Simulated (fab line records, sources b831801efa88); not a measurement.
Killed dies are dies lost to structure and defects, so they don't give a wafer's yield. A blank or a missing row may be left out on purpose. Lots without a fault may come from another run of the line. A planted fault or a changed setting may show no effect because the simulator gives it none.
fab line records | flow sky130
record lots=8 wafers=24 last_day=47
route steps=708 shown LDD_P@264 SPACER@306 LI_CONTACT@378 CONTACT@421
lots that met no fault: from a run of the same line without faults
start_h: hours from the record's first day to the start of the lot's first wafer shown | wait_h: hours since the lot's step before | " the same as in the row above | L1.1+2: a row that stands for several wafers | - no value, or no start given | * or withheld: withheld | < > ~ a bound
route shown NAME@n: a module of which the file shows steps, and the number in the route of the first | usual: mean/standard deviation of fault-free wafers | same: alike in all rows | chamber/n: place in a boat | sites: the reading at each site | _std_site: their standard deviation | _edge_site: outer sites' mean less inner sites' | radius_mm: how far each site lies from the wafer's centre | mask NAME#n: copy n | behind: the tool/chamber that last shaped the wafer | hold: why the lot was held/for how many hours/how that ended | device: the transistor (n, p or np) that didn't switch | end of line: the same wafers' tests at the end of the route | a step without rows: its recipe alone | killed: dies lost to structure and defects at the first sort, not the wafer's yield | map: a wafer's dies, x killed, . not, _ none there
set.NAME: the setting as run; set.NAME@STEP: as run at that earlier step | model.NAME: the simulator's own value behind a step, which no gauge read
steps of the route over a sample of lots; a table a step, a row a wafer
services: from which hour (start_h, from the record's first day; less than 0 if before it) a tool's chamber was out of use, for how many hours, and why
## steps
# step SKY_LDD_P_IMPLANT_09
# recipe species=BF2 energy_kev=25 dose_cm2=1e+13 tilt_deg=withheld
# usual beam_on_s=9.99/0.19 dose_ions_cm2=9.997e+12/1e+10 implant_ion_amu=49/0
# columns lot.wafer tool chamber start_h wait_h beam_on_s dose_ions_cm2 implant_ion_amu
L478.2 implanter-04 0 418.15 0.0 10.11 9.998e+12 49
L478.3 " 0 " " 10.05 9.998e+12 49
L478.4 " 0 " " 9.99 9.999e+12 49
L479.2 implanter-02 0 435.30 0.0 10.04 1.0007e+13 49
L479.3 " 0 " " 10.15 1.0009e+13 49
L479.6 " 0 " " 9.80 1.0015e+13 49
L480.3 implanter-04 0 445.67 0.1 9.70 9.974e+12 49
L480.5 " 0 " " 10.29 9.964e+12 49
L480.6 " 0 " " 10.22 1.0009e+13 49
L481.1 implanter-02 0 461.37 0.0 9.92 1.0005e+13 49
L481.2 " 0 " " 10.33 9.977e+12 49
L481.4 " 0 " " 10.09 1.0013e+13 49
L485.1 implanter-01 0 492.66 0.0 10.09 9.983e+12 75
L485.2 " 0 " " 10.15 1e+13 75
L485.3 " 0 " " 10.16 1.0006e+13 75
L486.1 implanter-04 0 502.13 0.0 9.99 9.991e+12 75
L486.4 " 0 " " 9.64 9.999e+12 75
L486.6 " 0 " " 9.89 9.999e+12 75
L487.1 implanter-01 0 515.33 0.0 9.82 9.988e+12 75
L487.5 " 0 " " 9.65 9.981e+12 75
L487.6 " 0 " " 10.14 1.0002e+13 75
L488.2 implanter-02 0 520.00 0.0 10.12 9.991e+12 75
L488.3 " 0 " " 10.50 9.992e+12 75
L488.6 " 0 " " 10.16 9.99e+12 75
# step SKY_LDD_P_TW_MEAS_11
# usual LDD_P_TW=637.6/2.8
# columns lot.wafer tool chamber start_h wait_h LDD_P_TW
L478.2 film_metro-01 - 418.38 0.1 642.4
L478.3 " - " " 642.5
L478.4 " - " " 643.6
L479.2 film_metro-03 - 435.53 0.1 636.7
L479.3 " - " " 638.0
L479.6 " - " " 632.8
L480.3 film_metro-03 - 445.89 0.1 633.2
L480.5 " - " " 635.8
L480.6 " - " " 637.4
L481.1 film_metro-01 - 461.62 0.1 636.7
L481.2 " - " " 638.8
L481.4 " - " " 635.5
L485.1 film_metro-01 - 492.91 0.1 1058.3
L485.2 " - " " 1051.3
L485.3 " - " " 1050.4
L486.1 film_metro-04 - 502.38 0.1 1059.3
L486.4 " - " " 1064.0
L486.6 " - " " 1064.5
L487.1 film_metro-01 - 515.59 0.1 1056.0
L487.5 " - " " 1058.5
L487.6 " - " " 1057.3
L488.2 film_metro-04 - 520.24 0.1 1048.9
L488.3 " - " " 1052.4
L488.6 " - " " 1050.1
# step SKY_SPACER_ETCHBACK_02
# recipe chemistry=CH3F/O2 target=Si3N4 stop_on=SiO2 source_w=400 bias_w=80 pressure_mtorr=25 ch3f_flow_sccm=40 O2_flow_sccm=30 time_s=46.7 target_depth_a=450
# usual O2_flow_sccm=30.01/0.1 chamber_pressure_mTorr=25.000/0.023 drypump_motor_current_A=5.7/0.35 oes_product_au=0.857/0.006 throttle_valve_pct=10.563/0.009
# columns lot.wafer tool chamber start_h wait_h O2_flow_sccm chamber_pressure_mTorr drypump_motor_current_A oes_product_au rf_hours_counter_h throttle_valve_pct
L478.2 rie_diel-03 2 512.73 0.0 30.02 24.987 5.6 0.856 76 10.567
L478.3 " 1 " " 29.92 24.987 5.9 0.860 6 10.570
L478.4 " 2 " " 30.04 25.011 5.6 0.870 - 10.564
L479.2 rie_diel-01 1 529.52 0.0 29.97 24.993 5.6 0.856 1 10.567
L479.3 " 2 " " 30.02 25.026 5.3 0.851 79 10.564
L479.6 " 1 " " 29.88 24.969 5.5 0.850 - 10.577
L480.3 rie_diel-04 3 537.92 0.0 30.07 25.011 6.0 0.854 66 10.562
L480.5 " 0 " " 30.05 25.072 5.5 0.855 - 10.554
L480.6 " 1 " " 30.04 25.037 5.0 0.867 - 10.566
L481.1 rie_diel-04 0 553.37 0.1 30.06 24.989 5.5 0.862 11 10.558
L481.2 " 3 " " 29.96 24.973 6.0 0.853 66 10.578
L481.4 " 1 " " 29.95 25.009 5.0 0.863 - 10.564
L485.1 rie_diel-04 3 583.12 0.1 30.04 25.000 6.0 0.869 67 10.563
L485.2 " 0 " " 29.98 25.022 5.5 0.860 12 10.564
L485.3 " 2 " " 29.84 25.038 6.0 0.859 0 10.566
L486.1 rie_diel-01 0 593.18 0.1 30.18 24.993 5.8 0.866 28 10.567
L486.4 " 3 " " 30.05 25.001 6.1 0.860 2 10.572
L486.6 " 0 " " 29.96 24.974 5.8 0.855 - 10.575
L487.1 rie_diel-04 2 605.97 0.1 29.96 25.024 5.9 0.855 1 10.563
L487.5 " 0 " " 30.04 25.023 5.5 0.852 - 10.559
L487.6 " 2 " " 29.99 24.972 5.9 0.853 - 10.567
L488.2 rie_diel-01 3 611.28 0.0 30.00 25.009 6.1 0.854 3 10.563
L488.3 " 0 " " 29.96 24.981 5.7 0.857 28 10.565
L488.6 " 1 " " 30.17 24.993 5.5 0.850 - 10.565
# step SKY_LI_CONTACT_STRIP_16
# recipe chemistry=O2/N2 power_w=1400 pressure_mtorr=1500 platen_temp_c=withheld o2_flow_sccm=3000 n2_flow_sccm=300 overash_fraction=0.5
# usual chamber_pressure_mTorr=1500.1/1.2 drypump_motor_current_A=5.6/0.47 oes_product_au=0.376/0.0049 strip_time_to_endpoint_s=3.52/0.039
# columns lot.wafer tool chamber start_h wait_h chamber_pressure_mTorr drypump_motor_current_A oes_product_au rf_hours_counter_h strip_time_to_endpoint_s
L478.2 plasma_asher-01 0 659.60 - 1498.5 5.8 0.378 57 3.54
L478.3 " 0 " " 1501.3 5.8 0.371 - 3.47
L478.4 " 1 " " 1500.3 4.9 0.377 - 3.58
L479.2 plasma_asher-04 1 674.75 - 1500.0 6.4 0.369 81 3.48
L479.3 " 1 " " 1501.4 6.3 0.384 - 3.54
L479.6 " 1 " " 1500.9 6.4 0.374 - 3.55
L480.3 plasma_asher-01 0 685.43 - 1499.1 5.8 0.372 - 3.56
L480.5 " 0 " " 1501.9 5.8 0.376 - 3.50
L480.6 " 1 " " 1499.5 4.9 0.378 - 3.58
L481.1 plasma_asher-02 0 699.60 - 1501.2 5.9 0.375 25 3.53
L481.2 " 1 " " 1499.4 5.1 0.377 25 3.54
L481.4 " 0 " " 1501.0 5.8 0.376 - 3.51
L485.1 plasma_asher-02 0 728.40 - 1499.9 5.9 0.373 28 3.54
L485.2 " 1 " " 1499.7 5.1 0.379 28 3.52
L485.3 " 1 " " 1501.9 5.1 0.374 - 3.48
L486.1 plasma_asher-02 1 737.04 - 1500.5 5.1 0.364 28 3.50
L486.4 " 0 " " 1499.5 5.8 0.379 - 3.58
L486.6 " 1 " " 1500.6 5.1 0.386 - 3.52
L487.1 plasma_asher-02 0 748.95 - 1502.2 5.9 0.382 30 3.59
L487.5 " 1 " " 1501.8 5.1 0.372 - 3.62
L487.6 " 0 " " 1501.9 5.9 0.365 - 3.48
L488.2 plasma_asher-04 1 754.05 - 1498.6 6.4 0.376 89 3.58
L488.3 " 1 " " 1499.4 6.4 0.375 - 3.44
L488.6 " 0 " " 1500.0 5.8 0.377 - 3.54
# step SKY_CONTACT_OVL_MEAS_15
# usual CONTACT_OVL=-1/5.8
# columns lot.wafer tool chamber start_h wait_h CONTACT_OVL[nm]
L478.2 overlay-02 - 718.64 0.1 -6
L478.3 " - " " -3
L478.4 " - " " -3
L479.2 overlay-01 - 734.39 0.1 2
L479.3 " - " " 6
L479.6 " - " " 1
L480.3 overlay-02 - 744.90 0.1 -7
L480.5 " - " " -2
L480.6 " - " " -7
L481.1 overlay-01 - 758.63 0.1 5
L481.2 " - " " -4
L481.4 " - " " -3
L485.1 overlay-01 - 786.93 0.1 -5
L485.2 " - " " -8
L485.3 " - " " -7
L486.1 overlay-02 - 795.34 0.1 -8
L486.4 " - " " -4
L486.6 " - " " 0
L487.1 overlay-02 - 807.09 0.1 7
L487.5 " - " " 3
L487.6 " - " " -8
L488.2 overlay-02 - 812.34 0.1 -1
L488.3 " - " " 1
L488.6 " - " " 0
## services
# columns tool chamber start_h hours kind
rie_diel-01 2 400.52 62.9 repair
rie_diel-01 1 403.69 10.2 repair
plasma_asher-04 - 405.11 67.0 repair
plasma_asher-02 - 421.25 9.0 pm
rie_diel-01 1 422.86 21.2 repair
rie_diel-01 - 423.64 0.8 repair
implanter-01 - 431.40 3.5 repair
implanter-02 - 455.24 3.4 repair
rie_diel-04 - 462.57 2.8 pm
rie_diel-04 1 471.09 8.8 repair
rie_diel-04 0 473.94 8.9 repair
rie_diel-04 - 479.05 28.1 pm
plasma_asher-02 - 496.16 26.5 repair
rie_diel-04 - 519.95 1.9 repair
implanter-04 - 522.45 1.9 repair
plasma_asher-02 - 539.48 14.2 repair
rie_diel-01 3 543.71 7.1 repair
rie_diel-01 3 566.69 17.1 repair
implanter-02 - 578.53 4.3 pm
implanter-02 - 644.06 4.2 repair
rie_diel-01 - 717.20 2.8 pm
rie_diel-04 2 736.05 5.7 repair
implanter-02 - 746.51 16.1 repair
implanter-04 - 753.52 1.3 repair
## key
first_sign step=SKY_LDD_P_IMPLANT_09 reading=implant_ion_amu direction=up sigmas=99+ usual=49 struck=75
effect step=SKY_LDD_P_TW_MEAS_11 reading=LDD_P_TW direction=up sigmas=99+ usual=637.6 struck=1055.9
met_at SKY_LDD_P_IMPLANT_09
struck_lots L485,L486,L487,L488
sort_left_out L485.1,L485.2,L485.3,L486.1,L486.4,L486.6,L487.1,L487.5,L487.6,L488.2,L488.3,L488.6
tester_left_out L485,L486,L487,L488
not_acting_at SKY_SPACER_ETCHBACK_02,SKY_LI_CONTACT_STRIP_16,SKY_CONTACT_OVL_MEAS_15
onset_between 461.37 492.66
fault kind=wrong_recipe_download tool=implanter-01,implanter-02,implanter-04 chamber=- onset_h=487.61 steps=SKY_LDD_P_IMPLANT_09 wrong_recipe.not_listed=1
# tester_left_out: of these lots the tester's yield and bins aren't shown, on N5 and GAA mostly nor the transistor test; their killed dies are dies lost to structure and defects alone, not to doping, threshold or leakage, so they don't give the yield
# sort_left_out: the simulated sort isn't trusted on such a fault, so these wafers' sort isn't shown, and their yield isn't known
